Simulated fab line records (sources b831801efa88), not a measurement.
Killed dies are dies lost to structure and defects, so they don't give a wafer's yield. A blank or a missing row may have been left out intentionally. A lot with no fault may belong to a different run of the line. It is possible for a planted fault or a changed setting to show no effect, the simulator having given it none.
Struck lot and sound lot, side by side + flow sky130 + 19 steps out of a route of 708
Sound: wafers L460.3, L460.4, L460.6. Wafers L462.2, L462.5, L462.6 were the ones struck. The cause is given at the end.
Each step with rows lists, per side, the tool, then ch with its chambers, then its first start. Under that, the readings that differ: sound wafers + struck wafers + difference of the means + sigmas: that difference in standard deviations of wafers without a fault.
alike: words and numbers the same on both sides, and readings whose means are apart by under 2 such deviations; not compared: readings that were withheld, readings missing a value for some wafer, numbers with overlapping values and no deviation given by the record, and bounds like >300 which may hide the same value.
The two part at a step that has a row with sigmas, a row that says differs or no value, or rows on one side only. Numbers that don't overlap but have no deviation are shown without sigmas and don't part them. Lack of a reading on every wafer of one side parts them only where that side has two or more wafers.

first, 1 step without rows for these wafers: SKY_FIELD_ISO_ANNEAL_26 (time 1800 s).
SKY_FIELD_ISO_CMP_27: polishes, stops on Si3N4, t overpolish 16 s, target thk 457.8 nm.
  sound on cmp-01 ch 2,3, day 4 06:50; struck on cmp-01 ch 0,1,3, day 4 19:31
  alike: motorCurrentA, overpolishRunS, timeToEndpointS
then, 5 steps without rows for these wafers: SKY_FIELD_ISO_WET_ETCH_28 (etches SiO2 in dHF, target depth 23.7 nm, time 47 s); SKY_FIELD_ISO_WET_ETCH_29 (etches Si3N4 in H3PO4, target depth 160 nm, time 1825 s); SKY_FIELD_ISO_WET_ETCH_30 (etches SiO2 in dHF, target depth 25 nm, time 50 s); SKY_NWELL_CLEAN_00 (cleans in SC1/SC2, time 150 s); SKY_NWELL_OXIDATION_01 (stabilise 600 s, purge 300 s, target thk 10 nm).
SKY_NWELL_THK_MEAS_02:
  sound on filmMetro-04 at day 4 09:06; struck on filmMetro-01 at day 4 22:26
| reading                  | sound          | struck            | difference | sigmas |
|--------------------------|----------------|-------------------|------------|--------|
| NWELL_OXIDATION_THK (nm) | 9.88 9.91 9.86 | 10.41 10.49 10.49 | +0.58      | +4     |
then, 4 steps without rows for these wafers: SKY_DNWELL_DEHYDRATE_00 (time 60 s); SKY_DNWELL_HMDS_01 (prime time 60 s); SKY_DNWELL_COAT_02 (resist thk 3000 nm); SKY_DNWELL_SOFTBAKE_03.
SKY_DNWELL_EXPOSE_04: exposes mask DNM, target cd 3000 nm.
  struck on ilineStepper-01, day 5 07:37; sound on ilineStepper-02 ch 0, day 4 18:26
  no value came back on the struck wafers for exposureDoseMJCm2, focusOffsetNm (nm), na; on the sound wafers exposureDoseMJCm2 reads 221.94 221.61 221.82
  alike: mask
then, 3 steps without rows for these wafers: SKY_DNWELL_PEB_05; SKY_DNWELL_DEVELOP_06 (develop time 60 s); SKY_DNWELL_IMPLANT_07.
SKY_DNWELL_STRIP_08: strips in O2/N2.
  sound on plasmaAsher-03 ch 0,1, day 5 03:42; struck on plasmaAsher-03 ch 0,1, day 5 16:25
  alike: drypumpMotorCurrentA, oesProductAu, stripTimeToEndpointS
  not compared: rfHoursCounterH
SKY_DNWELL_TW_MEAS_09:
  sound on filmMetro-04 at day 5 03:47; struck on filmMetro-01 at day 5 16:32
| reading   | sound          | struck   | difference | sigmas      |
|-----------|----------------|----------|------------|-------------|
| DNWELL_TW | 1110 1110 1111 | 30 30 30 | -1080      | -99 or more |
then, 1 step without rows for these wafers: SKY_PWDE_DEHYDRATE_00 (time 60 s).

## WHERE THEY PART
At SKY_NWELL_THK_MEAS_02 first; at SKY_DNWELL_TW_MEAS_09 last (within this record only).

WHY: what had been put in by the simulator
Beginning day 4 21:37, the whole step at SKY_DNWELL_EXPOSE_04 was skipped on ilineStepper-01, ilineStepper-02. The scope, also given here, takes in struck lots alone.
